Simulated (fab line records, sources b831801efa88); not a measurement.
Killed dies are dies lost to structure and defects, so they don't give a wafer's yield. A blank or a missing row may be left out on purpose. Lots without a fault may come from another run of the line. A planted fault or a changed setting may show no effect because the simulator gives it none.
One fault seen from 2 desks | flow sky130 | each desk has only its own numbers; what lay behind them comes last

THE METROLOGY DESK
What the gauges read, lot by lot, whatever tool the lot ran on: means of the sampled wafers that have a number. A lot is out of limits, marked OUT, if its mean lies more than 4 standard deviations from the usual mean; the brackets give that distance.
Columns: A = SD_P_RS at SKY_SD_N_RS_MEAS_17, usual 146.9 ohm/sq; B = LI_CONTACT_OVL at SKY_LI_CONTACT_OVL_MEAS_13, usual 4 nm; C = LOCAL_INTERCONNECT_TIN_RS at SKY_LOCAL_INTERCONNECT_RS_MEAS_01, usual 14.11 ohm/sq; D = LOCAL_INTERCONNECT_TIN_THK at SKY_LOCAL_INTERCONNECT_THK_MEAS_02, usual 99.4 nm
lot  | first seen here | A     | B  | C                | D
L517 | day 28 04:48    | 147.1 | -0 | 14.00            | 100.4
L518 | day 28 09:03    | 147.1 | 10 | 14.04            | 100.3
L520 | day 29 04:47    | 147.2 | 1  | 13.96            | 100.6
L522 | day 30 00:11    | 146.7 | -4 | 14.13            | 99.2
L526 | day 31 02:33    | 146.6 | 0  | 13.22 (-8.1) OUT | 106.0 (+8.1) OUT
L529 | day 31 17:29    | 147.2 | 5  | 14.22            | 98.3
L530 | day 32 03:51    | 147.1 | 8  | 14.03            | 100.1
L532 | day 32 19:43    | 146.9 | -2 | 14.20            | 98.8
L533 | day 33 10:52    | 146.7 | -2 | 14.12            | 99.2
L534 | day 34 02:07    | 146.9 | 10 | 14.14            | 99.9
L535 | day 34 04:17    | 146.5 | 2  | 14.00            | 99.8
L538 | day 34 21:43    | 146.7 | 6  | 14.08            | 99.7
L540 | day 35 09:36    | 146.5 | 8  | 14.17            | 99.3
This desk's finding: out of limits on L526; first on L526, day 32 08:13 (LOCAL_INTERCONNECT_TIN_RS at SKY_LOCAL_INTERCONNECT_RS_MEAS_01). In limits: L517, L518, L520, L522, L529, L530, L532, L533, L534, L535, L538, L540.

THE TOOL OWNER'S DESK: pvd_sputter-03
The tool's own readings at SKY_LOCAL_INTERCONNECT_SPUTTER_00 (material TiN, target thk 100 nm, time 83.3 s): means of the sampled wafers that have a number, for each lot that ran on this tool. A lot is out of limits, marked OUT, if its mean lies more than 4 standard deviations from the usual mean; the brackets give that distance.
Columns: A = cathode_dc_power_W at SKY_LOCAL_INTERCONNECT_SPUTTER_00, usual 6499.9 W; B = chamber_pressure_pa at SKY_LOCAL_INTERCONNECT_SPUTTER_00, usual 0.4000 Pa; C = throttle_valve_pct at SKY_LOCAL_INTERCONNECT_SPUTTER_00, usual 30.2 %
lot  | first seen here | A                        | B      | C
L518 | day 29 15:46    | 6498.7                   | 0.4005 | 30.6
L520 | day 30 10:49    | 6500.5                   | 0.4004 | 31.3
L526 | day 32 08:07    | 6956.7 (+99 or more) OUT | 0.3994 | 30.8
L538 | day 36 01:16    | 6499.5                   | 0.3989 | 30.2
This desk's finding: out of limits on L526; first on L526, day 32 08:07 (cathode_dc_power_W at SKY_LOCAL_INTERCONNECT_SPUTTER_00). In limits: L518, L520, L538.

PUT TOGETHER
The tool owner's desk could have raised an alarm at day 32 08:07, on L526.
The metrology desk could have raised an alarm at day 32 08:13, on L526.
Of the lots named, all ran SKY_LOCAL_INTERCONNECT_SPUTTER_00 on pvd_sputter-03.

WHAT THE SIMULATOR HAD PUT IN
Process parameter drift: pvd_sputter-03, from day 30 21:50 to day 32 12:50, at SKY_LOCAL_INTERCONNECT_SPUTTER_00. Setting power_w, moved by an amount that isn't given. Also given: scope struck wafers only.
Lots struck among those shown: L526.
Hours from the fault's start to each desk's first reading out of limits: the tool owner's desk, 34; the metrology desk, 34.
